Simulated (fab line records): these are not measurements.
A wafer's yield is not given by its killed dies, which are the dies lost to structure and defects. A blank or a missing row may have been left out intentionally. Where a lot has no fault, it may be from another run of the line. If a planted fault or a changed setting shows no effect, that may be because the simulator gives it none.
Struck lot and sound lot, side by side -- flow gf180mcu -- 14 steps out of a route of 602
Sound: the wafers L717.2, L717.4, L717.5. The struck wafers were L725.2, L725.3, L725.6. The cause comes at the end.
For every step that has rows: the tool of each side, followed by ch and its chambers, followed by its first start. Under that, the readings that differ: sound wafers -- struck wafers -- difference of the means -- sigmas: that difference in standard deviations of wafers without a fault.
alike: readings whose means differ by less than 2 such deviations, and words and numbers that are the same on both sides. not compared: withheld readings, readings that some wafer has no value for, bounds like >300 that may hide the same value, and numbers for which the record gives no deviation and whose values overlap.
The two part at a step that has a row with sigmas, a row that says differs or no value, or rows on one side only. When numbers do not overlap yet have no deviation, they are printed without sigmas and do not part them. A reading that every wafer of one side lacks parts them only if that side has two wafers or more.

GF_V3_THK_MEAS_01:
  sound on filmMetro-03, day 24 15:47; struck on filmMetro-01, day 27 04:12
  alike: V3_CVD_00_THK
GF_V3_CVD_02: deposits SiO2 from TEOS, target thk 850 nm, time 94.851 s.
  sound on pecvd-04 ch 0,1,2, day 24 15:50; struck on pecvd-04 ch 0,1,2, day 27 04:15
  alike: heaterPowerOuterW, heaterPowerW
GF_V3_THK_MEAS_03:
  sound on filmMetro-01, day 24 15:55; struck on filmMetro-01, day 27 04:20
  alike: V3_CVD_02_THK
GF_V3_CMP_04: polishes SiO2.
  sound on cmp-01 ch 0,1,3, day 24 16:04; struck on cmp-02 ch 0,1,3, day 27 04:26
reading,sound,struck,difference,sigmas
timeToEndpointS (s),88 86 87,79 75 77,-10,-2
  alike: motorCurrentA
GF_V3_BOW_MEAS_05:
  sound on filmMetro-01, day 24 16:17; struck on filmMetro-03, day 27 04:42
  alike: V3_BOW
then, 7 steps without rows for these wafers: GF_V3_DEHYDRATE_06 (time 60 s); GF_V3_HMDS_07 (prime time 60 s); GF_V3_COAT_08; GF_V3_COAT_09 (resist thk 1000 nm); GF_V3_SOFTBAKE_10 (time 60 s); GF_V3_EXPOSE_11 (exposes mask Via3, target cd 260 nm); GF_V3_PEB_12 (peb time 90 s).
GF_V3_DEVELOP_13: develop time 60 s.
  struck on lithoTrack-02, day 27 23:58; sound on lithoTrack-04 ch 0, day 25 13:47
  no value came back on the struck wafers for chillPlateTempC (C), developTimeS (s); on the sound wafers chillPlateTempC (C) reads 22.98 22.90 22.93
reading,sound,struck,difference,sigmas
model.KrF_of_V3_COAT_09.thkNm (nm),986.2 988.2 985.6,1002 999.3 1000,+14,
GF_V3_CD_MEAS_14: the cd target is 260 nm.
  sound on cdSem-02, day 25 13:55; struck on cdSem-02, day 28 00:07
reading,sound,struck,difference,sigmas
cdNm (nm),259.9 259.0 259.8,- - -,no value on the struck wafers,

WHERE THEY PART
Earliest at GF_V3_CMP_04; latest, in this record, at GF_V3_CD_MEAS_14.

WHY: the cause the simulator had injected
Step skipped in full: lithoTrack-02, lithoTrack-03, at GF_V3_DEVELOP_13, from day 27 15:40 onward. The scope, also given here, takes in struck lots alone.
